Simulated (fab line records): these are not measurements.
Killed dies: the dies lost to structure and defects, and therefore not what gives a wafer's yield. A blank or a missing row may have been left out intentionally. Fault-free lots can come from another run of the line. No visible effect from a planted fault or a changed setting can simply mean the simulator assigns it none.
Struck lot and sound lot, side by side :: flow sky130 :: 15 steps out of a route of 708
Sound: the wafers L916.1, L916.2, L916.3. The struck wafers were L909.1, L909.2, L909.5. The cause comes at the end.
Each step with rows lists, per side, the tool, then ch with its chambers, then its first start. Under that, the readings that differ: sound wafers :: struck wafers :: difference of the means :: sigmas: that difference in standard deviations of wafers without a fault.
alike: words and numbers the same on both sides, and readings whose means are apart by under 2 such deviations; not compared: readings that were withheld, readings missing a value for some wafer, numbers with overlapping values and no deviation given by the record, and bounds like >300 which may hide the same value.
The two part at a step that has a row with sigmas, a row that says differs or no value, or rows on one side only. Numbers that don't overlap but have no deviation are shown without sigmas and don't part them. A reading that every wafer of one side lacks parts them only if that side has two wafers or more.

first, 6 steps without rows for these wafers: SKY_GATE_OXIDE_HMDS_04 (prime time 60 s); SKY_GATE_OXIDE_COAT_05 (resist thk 1140 nm); SKY_GATE_OXIDE_SOFTBAKE_06 (time 60 s); SKY_GATE_OXIDE_EXPOSE_07 (exposes mask LVOM, target cd 600 nm); SKY_GATE_OXIDE_PEB_08; SKY_GATE_OXIDE_DEVELOP_09 (develop time 60 s).
SKY_GATE_OXIDE_OVL_MEAS_10:
  sound on overlay-01, day 20 05:52; struck on overlay-01, day 17 10:31
  alike: GATE_OXIDE_OVL
then, 2 steps without rows for these wafers: SKY_GATE_OXIDE_IMPLANT_11; SKY_GATE_OXIDE_WET_ETCH_12 (etches SiO2 in dHF, target depth 16.8 nm, time 336 s).
SKY_GATE_OXIDE_STRIP_13: strips in O2/N2.
  sound on plasma-asher-02 ch 0,1, day 20 06:10; struck on plasma-asher-03 ch 0,1, day 17 10:49
  alike: drypump-motor-current-A, oes-product-au, strip-time-to-endpoint-s
  not compared: rf-hours-counter-h
SKY_GATE_OXIDE_TW_MEAS_14:
  sound on film-metro-02, day 20 06:16; struck on film-metro-01, day 17 10:55
  alike: GATE_OXIDE_TW
then, 1 step without rows for these wafers: SKY_GATE_OXIDE_CLEAN_15 (cleans in SC1/SC2, time 150 s).
-- the record jumps here: 5 days lie between the struck wafers' starts before and after --
SKY_GATE_OXIDE_OXIDATION_16: stabilise 600 s, purge 300 s, target thk 3.57 nm.
  sound on furnace-01 ch 0, day 20 06:43; struck on furnace-01 ch 0, day 22 11:29
  alike: ramp-up-c-per-min, zone-power-centre-pct, zone-power-lower-pct
then, 1 step without rows for these wafers: SKY_POLY_GATE_CVD_00 (deposits poly-Si, target thk 180 nm, time 720 s).
-- record jumps: 31 days separate the struck wafers' starts on either side; left off in module POLY_GATE, taken up again in module PAD_OPEN, whose first shown step is the route's number 708 --
SKY_PAD_OPEN_PROBE_99:
  sound on prober-01, day 49 22:26; struck on prober-02, day 53 04:58
reading: model.etest.cap-thin-oxide.gate-bv-v (V)
sound: 7.193 7.018 6.956
struck: 6.58 6.36 6.482
difference: -0.58
sigmas: 
  alike: killed_at_M0_to_M3, killed_at_M4_up, killed-at-contacts, killed-at-front-end, killed-at-other, killed-dies, killed-open, killed-short

WHERE THEY PART
Nowhere in this record.

WHY: whatever the simulator had introduced
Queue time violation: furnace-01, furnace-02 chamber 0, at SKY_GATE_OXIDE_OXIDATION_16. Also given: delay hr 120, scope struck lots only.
